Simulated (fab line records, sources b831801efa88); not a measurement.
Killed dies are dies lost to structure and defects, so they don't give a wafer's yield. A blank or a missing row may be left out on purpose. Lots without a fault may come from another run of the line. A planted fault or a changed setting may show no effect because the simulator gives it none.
Which tool did it? | flow gf180mcu | 13 lots, 39 wafers sampled, at 5 steps of a route of 602

WHAT THE GAUGES READ, wafer by wafer
GF_VT_IMPLANT_RS_MEAS_48: measures by four-point-probe. Usual: LVPWELL_RS 1197 ohm/sq, standard deviation 3.3.
lot  | measured     | on            | LVPWELL_RS (ohm/sq) | flag
L863 | day 7 10:20  | film_metro-03 | 1197 1195 1199      |
L864 | day 7 19:53  | film_metro-02 | 1189 1192 1191      |
L866 | day 8 05:15  | film_metro-03 | 1200 1195 1195      |
L870 | day 9 06:01  | film_metro-04 | 1195 1197 1196      |
L871 | day 9 14:59  | film_metro-04 | 1198 1200 1198      |
L872 | day 9 22:00  | film_metro-03 | 1193 1194 1196      |
L873 | day 10 04:31 | film_metro-03 | 1168 1168 1168      | OFF
L874 | day 10 16:14 | film_metro-03 | 1172 1177 1173      | OFF
L878 | day 11 15:35 | film_metro-03 | 1191 1192 1190      |
L879 | day 12 03:22 | film_metro-04 | 1201 1200 1202      |
L883 | day 13 08:49 | film_metro-02 | 1200 1200 1198      |
L885 | day 14 02:56 | film_metro-03 | 1195 1195 1196      |
L886 | day 14 15:29 | film_metro-02 | 1197 1200 1194      |

GF_V3_THK_MEAS_03. Usual: V3_CVD_02_THK 850 nm, standard deviation 12.
lot  | measured     | on            | V3_CVD_02_THK (nm) | flag
L863 | day 21 08:12 | film_metro-03 | 851 842 844        |
L864 | day 21 19:35 | film_metro-03 | 830 854 859        |
L866 | day 22 11:42 | film_metro-02 | 831 855 847        |
L870 | day 23 16:31 | film_metro-02 | 833 836 841        |
L871 | day 24 01:12 | film_metro-03 | 841 833 841        |
L872 | day 24 16:14 | film_metro-01 | 846 852 864        |
L873 | day 24 23:21 | film_metro-03 | 843 868 866        |
L874 | day 25 06:25 | film_metro-02 | 850 866 862        |
L878 | day 26 11:08 | film_metro-01 | 847 855 864        |
L879 | day 27 00:19 | film_metro-01 | 839 854 849        |
L883 | day 28 03:52 | film_metro-03 | 857 852 867        |
L885 | day 29 00:30 | film_metro-02 | 849 853 861        |
L886 | day 29 11:28 | film_metro-03 | 847 842 859        |

WHICH TOOL RAN EACH LOT (tool, then ch and the chambers of the sampled wafers, then the start)
lot  | GF_LVPWELL_IMPLANT_08          | GF_M2_SPUTTER_00             | GF_M2_SPUTTER_01
L863 | implanter-02 ch 0, day 3 20:22 | pvd_sputter-03, day 18 03:17 | pvd_sputter-03, day 18 03:23
L864 | implanter-02 ch 0, day 4 04:07 | pvd_sputter-02, day 18 15:13 | pvd_sputter-02, day 18 15:19
L866 | implanter-04 ch 0, day 4 13:28 | pvd_sputter-03, day 19 06:51 | pvd_sputter-03, day 19 06:57
L870 | implanter-01 ch 0, day 5 10:58 | pvd_sputter-03, day 20 14:17 | pvd_sputter-03, day 20 14:23
L871 | implanter-04 ch 0, day 5 18:28 | pvd_sputter-02, day 20 23:02 | pvd_sputter-02, day 20 23:08
L872 | implanter-01 ch 0, day 5 23:19 | pvd_sputter-03, day 21 15:25 | pvd_sputter-03, day 21 15:31
L873 | implanter-01 ch 0, day 6 05:05 | pvd_sputter-04, day 21 22:27 | pvd_sputter-04, day 21 22:33
L874 | implanter-01 ch 0, day 6 13:41 | pvd_sputter-03, day 22 06:32 | pvd_sputter-03, day 22 06:38
L878 | implanter-02 ch 0, day 7 09:23 | pvd_sputter-02, day 23 13:29 | pvd_sputter-02, day 23 13:35
L879 | implanter-02 ch 0, day 7 16:05 | pvd_sputter-04, day 24 03:20 | pvd_sputter-04, day 24 03:26
L883 | implanter-04 ch 0, day 8 17:26 | pvd_sputter-04, day 25 09:11 | pvd_sputter-04, day 25 09:17
L885 | implanter-02 ch 0, day 9 06:59 | pvd_sputter-03, day 26 08:05 | pvd_sputter-03, day 26 08:11
L886 | implanter-02 ch 0, day 9 19:43 | pvd_sputter-03, day 26 20:16 | pvd_sputter-03, day 26 20:22
- GF_LVPWELL_IMPLANT_08
- GF_M2_SPUTTER_00: material Ti, target thk 37.5 nm, time 150 s.
- GF_M2_SPUTTER_01: material TiN, target thk 30 nm, time 25 s.

WHAT THE TOOLS THEMSELVES READ (means of the sampled wafers that have a number; where no wafer has one, the mark that the record gives instead)
GF_LVPWELL_IMPLANT_08. Usual: beam_energy_keV 170.01, standard deviation 0.056; dose_ions_cm2 1.5001e+13, standard deviation 1.6e+10.
lot  | tool         | beam_energy_keV | dose_ions_cm2 | flag
L863 | implanter-02 | 170.04          | 1.4994e+13    |
L864 | implanter-02 | 170.01          | 1.5026e+13    |
L866 | implanter-04 | 169.98          | 1.5013e+13    |
L870 | implanter-01 | 170.00          | 1.5003e+13    |
L871 | implanter-04 | 169.97          | 1.5008e+13    |
L872 | implanter-01 | 170.02          | 1.5011e+13    |
L873 | implanter-01 | 170.06          | 1.5579e+13    | OFF
L874 | implanter-01 | 169.97          | 1.5585e+13    | OFF
L878 | implanter-02 | 170.06          | 1.5013e+13    |
L879 | implanter-02 | 169.98          | 1.4990e+13    |
L883 | implanter-04 | 169.95          | 1.5007e+13    |
L885 | implanter-02 | 169.98          | 1.5024e+13    |
L886 | implanter-02 | 170.01          | 1.4998e+13    |

GF_M2_SPUTTER_00. Usual: cathode_dc_power_W 4000.1 W, standard deviation 0.76; throttle_valve_pct 30.2 %, standard deviation 1.4.
lot  | tool           | cathode_dc_power_W (W) | throttle_valve_pct (%) | flag
L863 | pvd_sputter-03 | 4001.0                 | 29.7                   |
L864 | pvd_sputter-02 | 4000.4                 | 31.3                   |
L866 | pvd_sputter-03 | 4000.3                 | 30.5                   |
L870 | pvd_sputter-03 | 4000.3                 | 30.6                   |
L871 | pvd_sputter-02 | 4000.0                 | 29.8                   |
L872 | pvd_sputter-03 | 4001.0                 | 29.9                   |
L873 | pvd_sputter-04 | 3999.3                 | 29.2                   |
L874 | pvd_sputter-03 | 3999.9                 | 30.5                   |
L878 | pvd_sputter-02 | 3999.5                 | 30.3                   |
L879 | pvd_sputter-04 | 3999.7                 | 29.4                   |
L883 | pvd_sputter-04 | 3998.8                 | 28.8                   |
L885 | pvd_sputter-03 | 4000.2                 | 29.9                   |
L886 | pvd_sputter-03 | 4000.2                 | 29.7                   |

GF_M2_SPUTTER_01. Usual: cathode_dc_power_W 6500.0 W, standard deviation 1.3; throttle_valve_pct 30.2 %, standard deviation 1.4.
lot  | tool           | cathode_dc_power_W (W) | throttle_valve_pct (%) | flag
L863 | pvd_sputter-03 | 6498.4                 | 29.8                   |
L864 | pvd_sputter-02 | 6499.3                 | 31.2                   |
L866 | pvd_sputter-03 | 6499.4                 | 30.5                   |
L870 | pvd_sputter-03 | 6498.2                 | 30.4                   |
L871 | pvd_sputter-02 | 6500.1                 | 29.7                   |
L872 | pvd_sputter-03 | 6499.4                 | 29.8                   |
L873 | pvd_sputter-04 | 6500.2                 | 29.1                   |
L874 | pvd_sputter-03 | 6501.1                 | 30.5                   |
L878 | pvd_sputter-02 | 6499.5                 | 30.2                   |
L879 | pvd_sputter-04 | 6499.5                 | 29.5                   |
L883 | pvd_sputter-04 | 6500.7                 | 28.7                   |
L885 | pvd_sputter-03 | 6499.8                 | 29.7                   |
L886 | pvd_sputter-03 | 6501.1                 | 29.8                   |

THE ANSWER, worked out from the rows above alone
Rule: a lot is off if the mean of its wafers that have a number lies more than 3 standard deviations from the usual mean. A lot without any number at a reading at which 4 lots or more have one is off too. The other lots that the step has rows for count as sound. The gauges are gone through in route order, then the tools' own readings, and for those a lot's mean is taken as printed above. The first step at which some lot is off is used, and at that step the reading that is off furthest; a lot without a number counts as furthest.
Off: L873, L874, at GF_VT_IMPLANT_RS_MEAS_48 (LVPWELL_RS).
A tool fits if, at a process step before that reading, it ran every lot that is off, and no sound lot after the first of them. The gauges at GF_VT_IMPLANT_RS_MEAS_48 aren't tried: what is off there is off at GF_LVPWELL_IMPLANT_08 too, on other tools, and a gauge's error can't cause that. One fits: implanter-01 at GF_LVPWELL_IMPLANT_08. Its last sound lot is L872 (day 5 23:19), its first lot that is off L873 (day 6 05:05): a fault that began between those two fits.
The tool's own readings at GF_LVPWELL_IMPLANT_08 bear it out: on the lots that are off they differ by more than 5 times the standard deviation of the sound lots' means. dose_ions_cm2 reads 1.5582e+13 there against 1.5008e+13 on the sound lots.

WHAT THE SIMULATOR HAD PUT IN
Process parameter drift: implanter-01, from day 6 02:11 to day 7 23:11, at GF_LVPWELL_IMPLANT_08. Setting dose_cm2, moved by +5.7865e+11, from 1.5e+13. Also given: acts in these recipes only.
Lots struck among those shown: L873, L874. The rule above found the same.
